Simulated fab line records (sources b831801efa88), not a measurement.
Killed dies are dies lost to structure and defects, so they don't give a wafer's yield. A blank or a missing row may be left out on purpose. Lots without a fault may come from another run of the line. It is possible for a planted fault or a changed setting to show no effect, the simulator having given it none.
Matching of chambers | flow gf180mcu | 4 sister chambers for GF_V5_CMP_26 on cmp-02
The step polishes, stops on SiO2, t overpolish 15 s, target thk 0 nm. 8 wafers are shown with their chamber, then 9 later ones without.

== EACH WAFER AND ITS CHAMBER ==
wafer  | chamber | motor_current_A (A) | time_to_endpoint_s (s)
L654.4 | 1       | 14.0                | 83
L654.6 | 2       | 9.8                 | 76
L656.3 | 0       | 9.9                 | 83
L656.5 | 3       | 10.1                | 75
L656.6 | 0       | 10.5                | 81
L659.2 | 1       | 13.8                | 82
L659.5 | 3       | 9.9                 | 76
L659.6 | 2       | 10.4                | 77

== WAFERS WITHOUT THEIR CHAMBER ==
wafer  | motor_current_A (A) | time_to_endpoint_s (s)
L666.2 | 9.9                 | 81
L666.3 | 14.1                | 86
L666.6 | 14.0                | 85
L667.2 | 13.2                | 90
L667.4 | 10.0                | 78
L667.5 | 9.9                 | 79
L668.1 | 13.2                | 87
L668.4 | 9.7                 | 82
L668.5 | 10.5                | 89

== WHICH CHAMBER EACH WENT THROUGH ==
wafer  | from the rows above          | in truth
L666.2 | 0                            | 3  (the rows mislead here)
L666.3 | 1                            | 1
L666.6 | 1                            | 1
L667.2 | 1                            | 1
L667.4 | can't be placed: 2 or 3      | 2
L667.5 | can't be placed: 2 or 0 or 3 | 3
L668.1 | 1                            | 1
L668.4 | 0                            | 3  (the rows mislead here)
L668.5 | 0                            | 0
Correct placement for 5 of the 9. Cannot be placed on the basis of these rows: 2; the candidates contain the true chamber in 2. Placed wrongly: 2.
How it was worked out, from the rows above alone: a wafer's distance from a chamber is the root of the sum, over the readings, of the square of ((its reading less the chamber's mean) divided by the reading's scatter). If the next closest chamber is less than 2 further off than the closest, the wafer can't be placed; otherwise it belongs to the closest. Each chamber's mean is taken over the wafers shown for it. How the scatter is found: for the shown wafers, subtract from each reading the mean of its chamber, square and add these, divide the total by (wafers less chambers), then take the root.
